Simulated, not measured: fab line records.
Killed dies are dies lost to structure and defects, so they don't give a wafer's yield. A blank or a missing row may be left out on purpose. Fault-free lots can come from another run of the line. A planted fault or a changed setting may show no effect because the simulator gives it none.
Which tool is to blame? + flow sky130 + Sampling: 13 lots, 39 wafers, 5 of 708 route steps

== WHAT THE GAUGES READ, wafer by wafer ==
SKY_VT_ADJUST_LVTN_OVL_MEAS_07. Usual: VT_ADJUST_LVTN_OVL -0.1 nm, standard deviation 1.3.
| lot  | measured     | on         | VT_ADJUST_LVTN_OVL (nm) | flag |
|------|--------------|------------|-------------------------|------|
| L308 | day 7 06:34  | overlay-01 | -1.3 -0.9 -0.7          |      |
| L309 | day 7 18:08  | overlay-02 | 0.8 0.6 -0.5            |      |
| L310 | day 7 22:43  | overlay-02 | 0.3 0.4 1.4             |      |
| L311 | day 8 06:55  | overlay-02 | -0.6 0.1 -0.6           |      |
| L312 | day 8 11:41  | overlay-01 | -0.6 0.0 0.3            |      |
| L313 | day 8 14:52  | overlay-02 | 1.6 0.6 2.5             |      |
| L314 | day 8 21:43  | overlay-01 | 0.0 -0.8 -0.2           |      |
| L315 | day 9 07:47  | overlay-02 | -0.4 0.6 0.6            |      |
| L316 | day 9 12:07  | overlay-02 | 0.4 -1.4 0.0            |      |
| L317 | day 9 18:25  | overlay-02 | -0.4 -0.2 -1.8          |      |
| L323 | day 11 08:34 | overlay-02 | 1.7 0.4 1.2             |      |
| L324 | day 11 15:14 | overlay-01 | -2.1 -0.1 -1.2          |      |
| L328 | day 12 13:55 | overlay-01 | -1.6 -1.6 -0.3          |      |

SKY_VT_ADJUST_HVTR_OVL_MEAS_08. Usual: VT_ADJUST_HVTR_OVL 0.0 nm, standard deviation 1.6.
| lot  | measured     | on         | VT_ADJUST_HVTR_OVL (nm) | flag |
|------|--------------|------------|-------------------------|------|
| L308 | day 10 01:43 | overlay-01 | -2.1 -1.3 -1.0          |      |
| L309 | day 10 14:40 | overlay-02 | 0.3 1.6 1.5             |      |
| L310 | day 10 19:32 | overlay-02 | 0.6 -0.3 1.2            |      |
| L311 | day 11 05:11 | overlay-02 | 0.9 0.6 0.0             |      |
| L312 | day 11 09:21 | overlay-02 | 2.6 2.0 3.1             |      |
| L313 | day 11 12:02 | overlay-01 | -1.3 -1.3 -1.2          |      |
| L314 | day 11 20:19 | overlay-01 | 118.3 117.9 117.9       | OFF  |
| L315 | day 12 07:32 | overlay-01 | 121.6 119.4 118.4       | OFF  |
| L316 | day 12 10:40 | overlay-01 | 117.2 116.0 117.5       | OFF  |
| L317 | day 12 19:13 | overlay-01 | 120.4 119.1 118.0       | OFF  |
| L323 | day 14 12:47 | overlay-01 | -0.8 -0.3 -2.1          |      |
| L324 | day 14 20:14 | overlay-01 | 0.8 0.4 -1.2            |      |
| L328 | day 15 23:00 | overlay-02 | 0.0 0.7 -0.2            |      |

SKY_POLY_GATE_THK_MEAS_01. Usual: POLY_GATE_CVD_00_THK 179.4 nm, standard deviation 1.3.
| lot  | measured     | on           | POLY_GATE_CVD_00_THK (nm) | flag |
|------|--------------|--------------|---------------------------|------|
| L308 | day 14 19:11 | filmMetro-04 | 177.5 178.8 179.1         |      |
| L309 | day 15 05:44 | filmMetro-01 | 180.7 180.7 180.4         |      |
| L310 | day 15 11:59 | filmMetro-01 | 179.4 180.4 178.3         |      |
| L311 | day 16 00:20 | filmMetro-04 | 180.5 178.5 178.2         |      |
| L312 | day 16 07:28 | filmMetro-04 | 180.5 181.5 181.1         |      |
| L313 | day 16 07:27 | filmMetro-01 | 180.6 179.7 179.1         |      |
| L314 | day 16 17:32 | filmMetro-02 | 180.7 180.9 179.3         |      |
| L315 | day 17 10:47 | filmMetro-02 | 178.6 178.7 177.7         |      |
| L316 | day 17 12:51 | filmMetro-02 | 179.1 176.4 178.4         |      |
| L317 | day 17 19:55 | filmMetro-01 | 181.2 179.2 180.9         |      |
| L323 | day 20 04:29 | filmMetro-02 | 177.7 178.7 177.3         |      |
| L324 | day 20 06:02 | filmMetro-04 | 178.9 179.1 179.4         |      |
| L328 | day 21 12:19 | filmMetro-04 | 178.0 179.0 177.9         |      |

== WHICH TOOL RAN EACH LOT (tool, then ch and the chambers of the sampled wafers, then the start) ==
| lot  | SKY_FIELD_ISO_STRIP_16             | SKY_VT_ADJUST_HVTR_EXPOSE_04       |
|------|------------------------------------|------------------------------------|
| L308 | plasmaAsher-03 ch 0,1, day 2 07:28 | ilineStepper-01 ch 0, day 9 14:34  |
| L309 | plasmaAsher-01 ch 0,1, day 2 14:15 | ilineStepper-01 ch 0, day 10 02:58 |
| L310 | plasmaAsher-01 ch 0,1, day 2 16:37 | ilineStepper-01 ch 0, day 10 07:56 |
| L311 | plasmaAsher-03 ch 0,1, day 2 21:41 | ilineStepper-02 ch 0, day 10 17:34 |
| L312 | plasmaAsher-02 ch 0,1, day 3 02:22 | ilineStepper-02 ch 0, day 10 21:45 |
| L313 | plasmaAsher-02 ch 0,1, day 3 06:56 | ilineStepper-01 ch 0, day 11 01:10 |
| L314 | plasmaAsher-02 ch 0,1, day 3 13:10 | ilineStepper-01 ch 0, day 11 08:49 |
| L315 | plasmaAsher-03 ch 0,1, day 3 21:24 | ilineStepper-01 ch 0, day 11 19:39 |
| L316 | plasmaAsher-01 ch 1, day 4 01:10   | ilineStepper-01 ch 0, day 11 22:30 |
| L317 | plasmaAsher-03 ch 0,1, day 4 06:02 | ilineStepper-01 ch 0, day 12 06:46 |
| L323 | plasmaAsher-02 ch 0,1, day 5 12:26 | ilineStepper-02 ch 0, day 13 23:02 |
| L324 | plasmaAsher-03 ch 0,1, day 5 19:22 | ilineStepper-02 ch 0, day 14 06:58 |
| L328 | plasmaAsher-03 ch 0,1, day 6 13:07 | ilineStepper-02 ch 0, day 15 09:30 |
- SKY_FIELD_ISO_STRIP_16: strips in O2/N2.
- SKY_VT_ADJUST_HVTR_EXPOSE_04: exposes mask HVTRM, target cd 380 nm.

== AS READ BY THE TOOLS THEMSELVES (means over the sampled wafers that have a number; for cases with no such wafer, the mark the record gives instead) ==
SKY_FIELD_ISO_STRIP_16. Usual: drypumpMotorCurrentA 5.69 A, standard deviation 0.25; oesProductAu 0.378 a.u., standard deviation 0.0048; stripTimeToEndpointS 3.55 s, standard deviation 0.038.
| lot  | tool           | drypumpMotorCurrentA (A) | oesProductAu (a.u.) | stripTimeToEndpointS (s) | flag |
|------|----------------|--------------------------|---------------------|--------------------------|------|
| L308 | plasmaAsher-03 | 5.61                     | 0.382               | 3.54                     |      |
| L309 | plasmaAsher-01 | 5.62                     | 0.380               | 3.58                     |      |
| L310 | plasmaAsher-01 | 5.68                     | 0.374               | 3.52                     |      |
| L311 | plasmaAsher-03 | 5.42                     | 0.384               | 3.53                     |      |
| L312 | plasmaAsher-02 | 5.88                     | 0.377               | 3.56                     |      |
| L313 | plasmaAsher-02 | 5.88                     | 0.379               | 3.55                     |      |
| L314 | plasmaAsher-02 | 5.87                     | 0.378               | 3.55                     |      |
| L315 | plasmaAsher-03 | 5.42                     | 0.383               | 3.58                     |      |
| L316 | plasmaAsher-01 | 5.73                     | 0.376               | 3.56                     |      |
| L317 | plasmaAsher-03 | 5.42                     | 0.378               | 3.56                     |      |
| L323 | plasmaAsher-02 | 5.87                     | 0.378               | 3.49                     |      |
| L324 | plasmaAsher-03 | 5.40                     | 0.384               | 3.60                     |      |
| L328 | plasmaAsher-03 | 5.40                     | 0.377               | 3.57                     |      |

== THE ANSWER, worked out from the rows above alone ==
Rule: a lot counts as off when the mean over its wafers that have a number is more than 3 standard deviations away from the usual mean. A lot without any number at a reading at which 4 lots or more have one is off too. The other lots that the step has rows for count as sound. After the gauges, taken in route order, come the tools' own readings; for these a lot's mean is taken, as printed above. At the first step where some lot is off, the reading lying furthest off is the one used; lots without a number count as furthest.
Off: at SKY_VT_ADJUST_HVTR_OVL_MEAS_08 (VT_ADJUST_HVTR_OVL), L314, L315, L316, L317.
A tool fits if, at a process step before that reading, it ran every lot that is off, and no sound lot after the first of them. The gauges at SKY_VT_ADJUST_HVTR_OVL_MEAS_08 are tried like those tools. One fits: SKY_VT_ADJUST_HVTR_EXPOSE_04 on ilineStepper-01. Its last sound lot is L313 (day 11 01:10), its first lot that is off L314 (day 11 08:49): a fault that began between those two fits.

== WHAT THE SIMULATOR HAD PUT IN ==
Scanner matching overlay: ilineStepper-01, from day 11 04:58 on, at SKY_VT_ADJUST_HVTR_EXPOSE_04. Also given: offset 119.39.
Struck lots among those shown: L314, L315, L316, L317. Same finding as the rule above.
